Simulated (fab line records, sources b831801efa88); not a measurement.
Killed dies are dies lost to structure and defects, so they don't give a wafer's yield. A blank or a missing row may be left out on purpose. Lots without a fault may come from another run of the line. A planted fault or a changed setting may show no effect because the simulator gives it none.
fab line records | flow sky130
record lots=6 wafers=18 last_day=48
route steps=708 shown CONTACT@421 METAL1@434 PAD_OPEN@708
lots that met no fault: from a run of the same line without faults
start_h: hours from the record's first day to the start of the lot's first wafer shown | wait_h: hours since the lot's step before | " the same as in the row above | L1.1+2: a row that stands for several wafers | - no value, or no start given | * or withheld: withheld | < > ~ a bound
route shown NAME@n: a module of which the file shows steps, and the number in the route of the first | usual: mean/standard deviation of fault-free wafers | same: alike in all rows | chamber/n: place in a boat | sites: the reading at each site | _std_site: their standard deviation | _edge_site: outer sites' mean less inner sites' | radius_mm: how far each site lies from the wafer's centre | mask NAME#n: copy n | behind: the tool/chamber that last shaped the wafer | hold: why the lot was held/for how many hours/how that ended | device: the transistor (n, p or np) that didn't switch | end of line: the same wafers' tests at the end of the route | a step without rows: its recipe alone | killed: dies lost to structure and defects at the first sort, not the wafer's yield | map: a wafer's dies, x killed, . not, _ none there
set.NAME: the setting as run; set.NAME@STEP: as run at that earlier step | model.NAME: the simulator's own value behind a step, which no gauge read
lots at some steps of the route; a table a step, a row a wafer
services: from which hour (start_h, from the record's first day; less than 0 if before it) a tool's chamber was out of use, for how many hours, and why
## steps
# step SKY_CONTACT_OVL_MEAS_15
# usual CONTACT_OVL=0/5.4
# columns lot.wafer tool chamber start_h wait_h CONTACT_OVL[nm]
L783.1 overlay-02 - 794.51 0.1 -6
L783.5 " - " " -2
L783.6 " - " " -4
L784.3 overlay-02 - 804.53 0.1 9
L784.4 " - " " 2
L784.6 " - " " 2
L785.1 overlay-01 - 821.41 0.1 7
L785.3 " - " " 8
L785.4 " - " " -5
L786.1 overlay-02 - 824.38 0.1 -5
L786.5 " - " " -6
L786.6 " - " " -9
L788.2 overlay-02 - 845.07 0.1 -2
L788.4 " - " " -1
L788.6 " - " " 2
L789.1 overlay-01 - 848.61 0.1 -1
L789.3 " - " " 6
L789.6 " - " " 2
# step SKY_CONTACT_ETCH_16
# recipe chemistry=N2/H2 target=BARC ion_energy_ev=200 source_w=500 bias_w=100 pressure_mtorr=30 n2_flow_sccm=100 h2_flow_sccm=200 stop_on=SiO2 time_s=45.9 target_depth_a=600
# usual drypump_motor_current_A=5.8/0.47 oes_product_au=0.854/0.0049 throttle_valve_pct=13.225/0.0096
# columns lot.wafer tool chamber start_h wait_h drypump_motor_current_A oes_product_au rf_hours_counter_h throttle_valve_pct
L783.1 rie_diel-01 1 794.55 0.0 6.4 0.856 12 13.239
L783.5 " 0 " " 5.8 0.851 - 13.225
L783.6 " 3 " " 6.4 0.857 - 13.211
L784.3 rie_diel-02 1 804.55 0.0 5.4 0.848 23 13.232
L784.4 " 2 " " 6.1 0.856 20 13.205
L784.6 " 0 " " 6.2 0.851 - 13.220
L785.1 rie_diel-02 2 821.45 0.0 6.1 0.848 20 13.222
L785.3 " 0 " " 6.2 0.849 8 13.208
L785.4 " 1 " " 5.4 0.853 23 13.218
L786.1 rie_diel-02 3 824.42 0.0 5.2 0.851 7 13.225
L786.5 " 3 " " 5.2 0.853 - 13.226
L786.6 " 0 " " 6.2 0.847 - 13.222
L788.2 rie_diel-03 1 845.10 0.0 5.2 0.853 11 13.234
L788.4 " 3 " " 5.4 0.858 21 13.232
L788.6 " 1 " " 5.2 0.860 - 13.210
L789.1 rie_diel-03 3 848.65 0.0 5.4 0.855 21 13.228
L789.3 " 1 " " 5.2 0.855 11 13.224
L789.6 " 1 " " 5.2 0.856 - 13.229
# step SKY_CONTACT_ETCH_17
# recipe target=SiO2 chemistry=C4F8/O2/Ar stop_on=Si3N4 mask_material=KrF-thick source_w=1500 bias_w=1200 pressure_mtorr=40 c4f8_flow_sccm=withheld O2_flow_sccm=6 Ar_flow_sccm=300 time_s=withheld target_depth_a=3400
# step SKY_CONTACT_ETCH_18
# recipe target=Si3N4 chemistry=CHF3/O2 stop_on=TiN source_w=600 bias_w=200 pressure_mtorr=40 chf3_flow_sccm=50 O2_flow_sccm=5 time_s=39 target_depth_a=750
# usual drypump_motor_current_A=5.8/0.46 oes_product_au=0.852/0.0084 throttle_valve_pct=8.793/0.0099
# columns lot.wafer tool chamber start_h wait_h drypump_motor_current_A oes_product_au rf_hours_counter_h throttle_valve_pct
L783.1 rie_diel-01 1 - - 6.4 0.839 12 8.792
L783.5 " 0 " " 5.7 0.847 - 8.782
L783.6 " 3 " " 6.4 0.853 - 8.811
L784.3 rie_diel-02 1 - - 5.4 0.864 23 8.787
L784.4 " 2 " " 6.1 0.856 20 8.787
L784.6 " 0 " " 6.2 0.857 - 8.802
L785.1 rie_diel-02 2 - - 6.1 0.848 20 8.792
L785.3 " 0 " " 6.2 0.856 8 8.797
L785.4 " 1 " " 5.4 0.855 23 8.785
L786.1 rie_diel-02 3 - - 5.2 0.850 7 8.807
L786.5 " 3 " " 5.2 0.861 - 8.780
L786.6 " 0 " " 6.2 0.857 - 8.809
L788.2 rie_diel-03 1 - - 5.2 0.853 11 8.806
L788.4 " 3 " " 5.4 0.848 21 8.791
L788.6 " 1 " " 5.2 0.841 - 8.784
L789.1 rie_diel-03 3 - - 5.4 0.853 21 8.815
L789.3 " 1 " " 5.2 0.860 11 8.805
L789.6 " 1 " " 5.2 0.854 - 8.787
# step SKY_CONTACT_STRIP_19
# recipe chemistry=O2/N2 power_w=1400 pressure_mtorr=1500 platen_temp_c=withheld o2_flow_sccm=3000 n2_flow_sccm=300 overash_fraction=0.5
# step SKY_CONTACT_STRIP_20
# recipe chemistry=post_etch_residue_remover time_s=1200 temp_c=72.5
# step SKY_CONTACT_CLEAN_21
# recipe chemistry=IPA time_s=180 temp_c=25
# step SKY_CONTACT_CLEAN_22
# recipe chemistry=O3/DIW dry=n2_spin
# step SKY_CONTACT_SPUTTER_23
# recipe material=TiN target_thk_nm=20 chamber_pressure_pa=5 power_w=4000 time_s=80
# usual chamber_pressure_pa=5.000/0.01 throttle_valve_pct=30.0/0.98
# columns lot.wafer tool chamber start_h wait_h chamber_pressure_pa throttle_valve_pct
L783.1 pvd_sputter-03 - 795.27 0.0 5.017 31.1
L783.5 " - " " 5.015 30.8
L783.6 " - " " 5.007 31.5
L784.3 pvd_sputter-02 - 805.28 0.0 4.982 29.6
L784.4 " - " " 5.021 29.2
L784.6 " - " " 5.010 29.3
L785.1 pvd_sputter-03 - 822.52 0.0 4.999 30.4
L785.3 " - " " 4.992 32.0
L785.4 " - " " 4.993 31.8
L786.1 pvd_sputter-01 - 825.28 0.0 4.984 29.7
L786.5 " - " " 4.996 30.4
L786.6 " - " " 4.980 29.7
L788.2 pvd_sputter-01 - 845.86 0.0 4.992 29.8
L788.4 " - " " 4.992 29.7
L788.6 " - " " 5.003 28.6
L789.1 pvd_sputter-03 - 849.41 0.0 5.000 30.7
L789.3 " - " " 4.996 31.7
L789.6 " - " " 4.988 31.5
# step SKY_CONTACT_CVD_24
# recipe material=W target_thk_nm=340 time_s=102.12 temp_c=400 pressure_torr=40
# usual heater_power_w=903/71
# columns lot.wafer tool chamber start_h wait_h heater_power_w
L783.1 cvd_w-02 0 795.34 0.0 999
L783.5 " 0 " " 1035
L783.6 " 1 " " 927
L784.3 cvd_w-01 0 805.38 0.1 853
L784.4 " 1 " " 828
L784.6 " 1 " " 824
L785.1 cvd_w-02 0 822.58 0.0 1046
L785.3 " 1 " " 954
L785.4 " 0 " " 1032
L786.1 cvd_w-02 1 825.34 0.0 936
L786.5 " 1 " " 916
L786.6 " 0 " " 1026
L788.2 cvd_w-02 0 845.92 0.0 1026
L788.4 " 0 " " 1010
L788.6 " 1 " " 898
L789.1 cvd_w-02 0 849.47 0.0 1011
L789.3 " 0 " " 1024
L789.6 " 0 " " 1032
# step SKY_CONTACT_RS_MEAS_25
# recipe thk_meas_gauge=four-point-probe reads=W_of_CONTACT_CVD_24+TiN_of_CONTACT_SPUTTER_23
# usual CONTACT_W_RS=0.337/0.004
# columns lot.wafer tool chamber start_h wait_h CONTACT_W_RS[ohm/sq]
L783.1 film_metro-04 - 795.45 0.1 0.340
L783.5 " - " " 0.339
L783.6 " - " " 0.338
L784.3 film_metro-03 - 805.49 0.1 0.337
L784.4 " - " " 0.332
L784.6 " - " " 0.332
L785.1 film_metro-02 - 822.69 0.1 0.344
L785.3 " - " " 0.335
L785.4 " - " " 0.343
L786.1 film_metro-03 - 825.45 0.1 0.334
L786.5 " - " " 0.336
L786.6 " - " " 0.340
L788.2 film_metro-03 - 846.05 0.1 0.343
L788.4 " - " " 0.337
L788.6 " - " " 0.332
L789.1 film_metro-02 - 849.58 0.1 0.341
L789.3 " - " " 0.349
L789.6 " - " " 0.340
# step SKY_CONTACT_THK_MEAS_26
# recipe thk_meas_gauge=xrf reads=W_of_CONTACT_CVD_24
# usual CONTACT_W_THK=340/4.6
# columns lot.wafer tool chamber start_h wait_h CONTACT_W_THK[nm]
L783.1 film_metro-04 - 795.57 0.1 338
L783.5 " - " " 341
L783.6 " - " " 341
L784.3 film_metro-03 - 805.59 0.1 334
L784.4 " - " " 340
L784.6 " - " " 341
L785.1 film_metro-02 - 822.81 0.1 338
L785.3 " - " " 342
L785.4 " - " " 336
L786.1 film_metro-03 - 825.57 0.1 336
L786.5 " - " " 336
L786.6 " - " " 331
L788.2 film_metro-03 - 846.16 0.1 333
L788.4 " - " " 337
L788.6 " - " " 344
L789.1 film_metro-02 - 849.70 0.1 336
L789.3 " - " " 331
L789.6 " - " " 338
# step SKY_CONTACT_CMP_27
# recipe stop_on=SiO2 t_overpolish_s=15 down_force_psi=3.5 platen_rpm=60 target_thk_nm=0 pad_velocity_m_s=0.94248
# usual motor_current_A=11.0/1.3 overpolish_run_s=15.002/0.0092 time_to_endpoint_s=83/3.5
# columns lot.wafer tool chamber start_h wait_h motor_current_A overpolish_run_s time_to_endpoint_s
L783.1 cmp-01 3 795.68 0.1 10.5 14.994 85
L783.5 " 2 " " 10.4 15.010 80
L783.6 " 3 " " 10.7 14.995 79
L784.4 cmp-01 1 805.63 0.0 10.0 14.997 83
L784.3 " 0 " " 11.2 15.016 83
L784.6 " 2 " " 10.7 15.000 83
L785.1 cmp-01 0 822.92 0.1 10.9 0.035 124
L785.3 " 1 " " 10.2 0.032 127
L785.4 " 2 " " 11.0 15.029 83
L786.1 cmp-01 1 825.68 0.1 9.4 0.042 127
L786.6 " 0 " " 11.4 15.005 85
L786.5 " 1 " " 10.0 14.999 78
L788.4 cmp-02 1 846.21 0.0 10.4 14.993 84
L788.2 " 0 " " 13.7 14.998 91
L788.6 " 2 " " 11.5 15.005 85
L789.3 cmp-02 0 849.81 0.1 13.9 14.998 86
L789.1 " 1 " " 11.1 15.000 83
L789.6 " 3 " " 9.5 15.003 82
# step SKY_METAL1_SPUTTER_00
# recipe material=Ti target_thk_nm=15 power_w=3000 time_s=10 chamber_pressure_pa=0.4
# usual chamber_pressure_pa=0.4000/0.00072 throttle_valve_pct=29.8/0.8
# columns lot.wafer tool chamber start_h wait_h chamber_pressure_pa throttle_valve_pct
L783.1 pvd_sputter-01 - 795.93 0.2 0.3994 29.7
L783.5 " - " " 0.4000 29.7
L783.6 " - " " 0.4009 28.6
L784.3 pvd_sputter-04 - 805.93 0.1 0.4001 30.7
L784.4 " - " " 0.4008 29.3
L784.6 " - " " 0.3986 31.1
L785.4 pvd_sputter-04 - 823.17 0.1 0.3995 30.6
L786.5 pvd_sputter-02 - 825.95 0.0 0.4003 29.9
L786.6 " - " " 0.4000 29.1
L788.2 pvd_sputter-02 - 846.51 0.1 0.3992 29.7
L788.4 " - " " 0.4005 29.5
L788.6 " - " " 0.4004 28.8
L789.1 pvd_sputter-02 - 850.06 0.1 0.4007 30.0
L789.3 " - " " 0.4003 29.1
L789.6 " - " " 0.3998 29.0
# step SKY_PAD_OPEN_PROBE_99
# usual killed_at_M0_to_M3=43/6.8 killed_at_M4_up=3.2/1.7 killed_at_contacts=24/5.7 killed_at_front_end=16/4.3 killed_at_other=0.3/0.56 killed_dies=86/9.5 killed_on_rim=16/3.6 killed_open=47/6.9 killed_short=39/5.8
# same gross_dies=492 killed_at_back_side=0
# columns lot.wafer tool chamber start_h wait_h killed_at_M0_to_M3 killed_at_M4_up killed_at_contacts killed_at_front_end killed_at_other killed_dies killed_on_rim killed_open killed_short
L783.1 prober-02 - 1120.92 0.1 59 4 22 7 0 92 16 60 32
L783.5 prober-02 - 1121.12 0.2 53 3 26 16 0 98 18 50 48
L783.6 prober-02 - 1121.17 0.2 55 4 37 21 1 118 23 70 48
L785.1 prober-02 - 1138.17 0.1 44 6 430 11 1 492 96 48 33
L785.3 prober-02 - 1138.27 0.2 47 1 432 12 0 492 96 40 36
L785.4 prober-02 - 1138.32 0.2 37 2 18 18 0 75 23 49 26
L786.1 prober-01 - 1142.63 0.1 60 4 417 11 0 492 96 45 49
L786.5 prober-01 - 1142.83 0.2 41 4 29 20 0 94 15 49 44
L786.6 prober-01 - 1142.88 0.2 35 2 32 10 0 79 15 47 32
L788.2 prober-01 - 1157.41 0.1 33 5 28 15 0 81 15 50 31
L788.4 prober-01 - 1157.51 0.2 41 3 37 20 0 101 15 50 51
L788.6 prober-01 - 1157.61 0.2 48 3 24 15 0 90 17 56 34
L789.1 prober-02 - 1158.67 0.1 45 3 27 9 0 84 12 46 38
L789.3 prober-02 - 1158.77 0.2 42 3 25 10 0 80 13 50 30
L789.6 prober-02 - 1158.92 0.2 40 4 20 24 0 88 13 47 41
# killed by level:class
L783.1 VIA2:geometric_particle:open=12 LI_CONTACT:geometric_particle:open=12 VIA1:geometric_particle:open=12 VIA3:geometric_particle:open=9 VIA1:geometric_particle:short=8 CONTACT:geometric_particle:open=5 METAL2:geometric_particle:short=5 VIA2:geometric_particle:short=4
L783.5 VIA1:geometric_particle:open=17 LI_CONTACT:geometric_particle:open=9 VIA3:geometric_particle:short=7 CONTACT:geometric_particle:open=6 METAL1:geometric_particle:short=6 FIELD_ISO:geometric_particle:open=5 CONTACT:geometric_particle:short=5 METAL2:geometric_particle:short=5
L783.6 VIA1:geometric_particle:open=17 LI_CONTACT:geometric_particle:open=13 VIA2:geometric_particle:open=10 CONTACT:geometric_particle:short=7 VIA3:geometric_particle:open=7 VIA1:geometric_particle:short=7 CONTACT:geometric_particle:open=6 LI_CONTACT:geometric_particle:short=6
L785.1 CONTACT:area_cmp=411 VIA1:geometric_particle:open=14 VIA2:geometric_particle:short=7 CONTACT:geometric_particle:open=6 LI_CONTACT:geometric_particle:open=6 VIA2:geometric_particle:open=6 LOCAL_INTERCONNECT:geometric_particle:short=5 METAL1:geometric_particle:short=5
L785.3 CONTACT:area_cmp=416 VIA2:geometric_particle:open=12 METAL1:geometric_particle:short=7 VIA1:geometric_particle:open=7 CONTACT:geometric_particle:open=6 VIA3:geometric_particle:open=6 METAL3:geometric_particle:short=4 VIA1:geometric_particle:short=4
L785.4 VIA2:geometric_particle:open=11 FIELD_ISO:geometric_particle:open=9 CONTACT:geometric_particle:open=9 METAL1:geometric_particle:short=7 METAL2:geometric_particle:short=6 LI_CONTACT:geometric_particle:open=5 VIA3:geometric_particle:open=4 SPACER:geometric_particle:short=3
L786.1 CONTACT:area_cmp=398 VIA1:geometric_particle:open=11 METAL2:geometric_particle:short=8 VIA2:geometric_particle:open=8 VIA3:geometric_particle:short=6 CONTACT:geometric_particle:open=5 LI_CONTACT:geometric_particle:open=5 VIA3:geometric_particle:open=5
L786.5 CONTACT:geometric_particle:open=17 VIA1:geometric_particle:open=9 VIA1:geometric_particle:short=9 FIELD_ISO:geometric_particle:short=7 VIA2:geometric_particle:open=6 CONTACT:geometric_particle:short=4 METAL1:geometric_particle:short=4 VIA3:geometric_particle:open=4
L786.6 VIA1:geometric_particle:open=12 CONTACT:geometric_particle:open=11 LI_CONTACT:geometric_particle:open=8 LOCAL_INTERCONNECT:geometric_particle:short=6 VIA3:geometric_particle:open=5 CONTACT:geometric_particle:short=4 VIA1:geometric_particle:short=4 METAL2:geometric_particle:short=4
L788.2 VIA1:geometric_particle:open=10 CONTACT:geometric_particle:open=9 LI_CONTACT:geometric_particle:open=8 CONTACT:geometric_particle:short=6 VIA1:geometric_particle:short=5 VIA2:geometric_particle:open=5 FIELD_ISO:geometric_particle:short=4 VIA3:geometric_particle:short=4
L788.4 LI_CONTACT:geometric_particle:open=10 CONTACT:geometric_particle:open=10 VIA1:geometric_particle:open=8 VIA2:geometric_particle:open=7 POLY_GATE:geometric_particle:short=6 CONTACT:geometric_particle:short=6 FIELD_ISO:geometric_particle:short=5 LOCAL_INTERCONNECT:geometric_particle:short=5
L788.6 VIA1:geometric_particle:open=14 LI_CONTACT:geometric_particle:open=10 VIA3:geometric_particle:open=8 CONTACT:geometric_particle:open=7 METAL2:geometric_particle:short=7 POLY_GATE:geometric_particle:open=5 VIA2:geometric_particle:open=5 METAL1:geometric_particle:short=5
L789.1 VIA1:geometric_particle:open=14 VIA3:geometric_particle:open=8 LI_CONTACT:geometric_particle:open=7 VIA1:geometric_particle:short=7 CONTACT:geometric_particle:open=6 CONTACT:geometric_particle:short=5 LOCAL_INTERCONNECT:geometric_particle:short=5 FIELD_ISO:geometric_particle:short=4
L789.3 VIA1:geometric_particle:open=18 CONTACT:geometric_particle:open=13 LOCAL_INTERCONNECT:geometric_particle:short=6 VIA3:geometric_particle:open=5 LI_CONTACT:geometric_particle:open=4 VIA1:geometric_particle:short=4 FIELD_ISO:geometric_particle:short=3 POLY_GATE:geometric_particle:open=3
L789.6 CONTACT:geometric_particle:open=11 VIA1:geometric_particle:open=9 FIELD_ISO:geometric_particle:short=7 METAL2:geometric_particle:short=6 VIA2:geometric_particle:open=6 FIELD_ISO:geometric_particle:open=5 LOCAL_INTERCONNECT:geometric_particle:short=5 METAL3:geometric_particle:short=5
# map L785.1 (x killed, . not)
__________xxxxxxxxxx_________
________xxxxxxxxxxxxxx_______
______xxxxxxxxxxxxxxxxxx_____
_____xxxxxxxxxxxxxxxxxxxx____
____xxxxxxxxxxxxxxxxxxxxxx___
___xxxxxxxxxxxxxxxxxxxxxxxx__
__xxxxxxxxxxxxxxxxxxxxxxxxxx_
_xxxxxxxxxxxxxxxxxxxxxxxxxxxx
_xxxxxxxxxxxxxxxxxxxxxxxxxxxx
_xxxxxxxxxxxxxxxxxxxxxxxxxxxx
_xxxxxxxxxxxxxxxxxxxxxxxxxxxx
_xxxxxxxxxxxxxxxxxxxxxxxxxxxx
_xxxxxxxxxxxxxxxxxxxxxxxxxxxx
_xxxxxxxxxxxxxxxxxxxxxxxxxxxx
_xxxxxxxxxxxxxxxxxxxxxxxxxxxx
__xxxxxxxxxxxxxxxxxxxxxxxxxx_
___xxxxxxxxxxxxxxxxxxxxxxxx__
____xxxxxxxxxxxxxxxxxxxxxx___
_____xxxxxxxxxxxxxxxxxxxx____
______xxxxxxxxxxxxxxxxxx_____
________xxxxxxxxxxxxxx_______
__________xxxxxxxxxx_________
# map L786.1 (x killed, . not)
__________xxxxxxxxxx_________
________xxxxxxxxxxxxxx_______
______xxxxxxxxxxxxxxxxxx_____
_____xxxxxxxxxxxxxxxxxxxx____
____xxxxxxxxxxxxxxxxxxxxxx___
___xxxxxxxxxxxxxxxxxxxxxxxx__
__xxxxxxxxxxxxxxxxxxxxxxxxxx_
_xxxxxxxxxxxxxxxxxxxxxxxxxxxx
_xxxxxxxxxxxxxxxxxxxxxxxxxxxx
_xxxxxxxxxxxxxxxxxxxxxxxxxxxx
_xxxxxxxxxxxxxxxxxxxxxxxxxxxx
_xxxxxxxxxxxxxxxxxxxxxxxxxxxx
_xxxxxxxxxxxxxxxxxxxxxxxxxxxx
_xxxxxxxxxxxxxxxxxxxxxxxxxxxx
_xxxxxxxxxxxxxxxxxxxxxxxxxxxx
__xxxxxxxxxxxxxxxxxxxxxxxxxx_
___xxxxxxxxxxxxxxxxxxxxxxxx__
____xxxxxxxxxxxxxxxxxxxxxx___
_____xxxxxxxxxxxxxxxxxxxx____
______xxxxxxxxxxxxxxxxxx_____
________xxxxxxxxxxxxxx_______
__________xxxxxxxxxx_________
## services
# columns tool chamber start_h hours kind
cmp-01 - 772.75 6.6 pm
rie_diel-03 2 778.82 1.6 repair
cmp-01 - 785.66 0.7 repair
rie_diel-01 2 791.27 10.2 repair
rie_diel-03 - 798.36 14.6 pm
rie_diel-01 3 816.48 - clean
rie_diel-01 3 816.48 19.5 scheduled_down
rie_diel-01 3 816.48 19.5 vent_cycle
cmp-01 - 820.77 0.5 repair
pvd_sputter-04 2 830.43 - consumable_replace:kit
pvd_sputter-04 2 830.43 18.0 scheduled_down
pvd_sputter-04 2 830.43 18.0 vent_cycle
pvd_sputter-03 - 830.85 1.2 repair
pvd_sputter-01 3 831.87 - consumable_replace:kit
pvd_sputter-01 3 831.87 18.0 scheduled_down
pvd_sputter-01 3 831.87 18.0 vent_cycle
cmp-02 - 838.25 2.7 repair
rie_diel-02 3 842.10 3.3 repair
## key
first_sign step=SKY_CONTACT_CMP_27 reading=overpolish_run_s direction=down sigmas=99+ usual=15.002 struck=0.036
effect step=SKY_CONTACT_CMP_27 reading=time_to_endpoint_s direction=up sigmas=12 usual=* struck=*
effect step=SKY_PAD_OPEN_PROBE_99 reading=killed_at_contacts direction=up sigmas=70 usual=24 struck=426
more_kills_born_at SKY_CONTACT_CMP_27@cmp-01=1225
met_at SKY_CONTACT_CMP_27
struck_wafers L785.1,L785.3,L786.1
later_rows_left_out L785.1,L785.3,L786.1
tester_left_out L785,L786
onset_between 805.63 822.92
fault kind=process_parameter_drift tool=cmp-01 chamber=- onset_h=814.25 steps=SKY_CONTACT_CMP_27 channel=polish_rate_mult offset=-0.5 shape=step end_h=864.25 scope=struck_wafers_only
# tester_left_out: of these lots the tester's yield and bins aren't shown, on N5 and GAA mostly nor the transistor test; their killed dies are dies lost to structure and defects alone, not to doping, threshold or leakage, so they don't give the yield
# later_rows_left_out: the simulator's readings of these wafers behind a module that went badly wrong aren't trusted and aren't shown, but for the sort
